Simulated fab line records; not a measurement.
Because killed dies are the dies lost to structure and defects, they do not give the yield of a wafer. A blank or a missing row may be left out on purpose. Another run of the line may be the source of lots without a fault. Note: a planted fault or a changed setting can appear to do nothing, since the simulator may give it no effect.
Matching of chambers || flow sfq-line || cmp-01 running SFQ_TRILAYER_I4_CMP_CMP_100: 4 sister chambers
The step polishes SiO2. 14 wafers are shown with their chamber, then 6 later ones without.

== EACH WAFER AND ITS CHAMBER ==
{"wafer": "L744.1", "chamber": 3, "motor-current-A (A)": 11.1, "time-to-endpoint-s (s)": 203}
{"wafer": "L744.5", "chamber": 0, "motor-current-A (A)": 8.7, "time-to-endpoint-s (s)": 221}
{"wafer": "L744.6", "chamber": 1, "motor-current-A (A)": 11.0, "time-to-endpoint-s (s)": 227}
{"wafer": "L746.1", "chamber": 2, "motor-current-A (A)": 10.7, "time-to-endpoint-s (s)": 215}
{"wafer": "L746.3", "chamber": 0, "motor-current-A (A)": 8.9, "time-to-endpoint-s (s)": 223}
{"wafer": "L746.4", "chamber": 1, "motor-current-A (A)": 10.7, "time-to-endpoint-s (s)": 234}
{"wafer": "L747.1", "chamber": 1, "motor-current-A (A)": 10.3, "time-to-endpoint-s (s)": 222}
{"wafer": "L747.4", "chamber": 0, "motor-current-A (A)": 9.7, "time-to-endpoint-s (s)": 221}
{"wafer": "L747.2", "chamber": 3, "motor-current-A (A)": 10.5, "time-to-endpoint-s (s)": 208}
{"wafer": "L748.4", "chamber": 3, "motor-current-A (A)": 10.3, "time-to-endpoint-s (s)": 219}
{"wafer": "L748.5", "chamber": 0, "motor-current-A (A)": 9.3, "time-to-endpoint-s (s)": 225}
{"wafer": "L748.6", "chamber": 3, "motor-current-A (A)": 10.7, "time-to-endpoint-s (s)": 207}
{"wafer": "L750.2", "chamber": 1, "motor-current-A (A)": 10.7, "time-to-endpoint-s (s)": 229}
{"wafer": "L750.4", "chamber": 0, "motor-current-A (A)": 9.3, "time-to-endpoint-s (s)": 233}

SIGNATURES, as means of the wafers listed above
{"reading": "motor-current-A", "chamber 0": 9.180, "chamber 1": 10.675, "chamber 2": 10.700, "chamber 3": 10.650, "scatter within a chamber": 0.347}
{"reading": "time-to-endpoint-s", "chamber 0": 224.60, "chamber 1": 228.00, "chamber 2": 215.00, "chamber 3": 209.25, "scatter within a chamber": 5.6}
Rule: for a wafer and a chamber, the distance is found by dividing, reading by reading, the gap between the wafer's reading and the chamber's mean by the reading's scatter, squaring, summing and taking the root. The wafer belongs to the nearest chamber; if the next one is less than 2 further off, it can't be placed. The scatter: take each reading less its chamber's mean, square it, sum over the shown wafers, divide by the number of wafers less the number of chambers, and take the root.

== WAFERS WITH NO CHAMBER GIVEN ==
{"wafer": "L750.5", "motor-current-A (A)": 10.7, "time-to-endpoint-s (s)": 225}
{"wafer": "L751.1", "motor-current-A (A)": 10.6, "time-to-endpoint-s (s)": 226}
{"wafer": "L751.4", "motor-current-A (A)": 10.1, "time-to-endpoint-s (s)": 213}
{"wafer": "L751.5", "motor-current-A (A)": 11.1, "time-to-endpoint-s (s)": 216}
{"wafer": "L760.1", "motor-current-A (A)": 10.5, "time-to-endpoint-s (s)": 218}
{"wafer": "L760.5", "motor-current-A (A)": 11.0, "time-to-endpoint-s (s)": 214}

== EACH ONE'S CHAMBER ==
{"wafer": "L750.5", "from the rows above": "can't be placed: 1 or 2", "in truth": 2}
{"wafer": "L751.1", "from the rows above": "can't be placed: 1 or 2", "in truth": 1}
{"wafer": "L751.4", "from the rows above": "can't be placed: 3 or 2 or 1 or 0", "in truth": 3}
{"wafer": "L751.5", "from the rows above": "can't be placed: 2 or 3 or 1", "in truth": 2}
{"wafer": "L760.1", "from the rows above": "can't be placed: 2 or 3 or 1", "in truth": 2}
{"wafer": "L760.5", "from the rows above": "can't be placed: 2 or 3 or 1", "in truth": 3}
Correctly placed: 0 of 6. These rows do not allow placing 6 (true chamber among the candidates in 6). 0 placed wrongly.
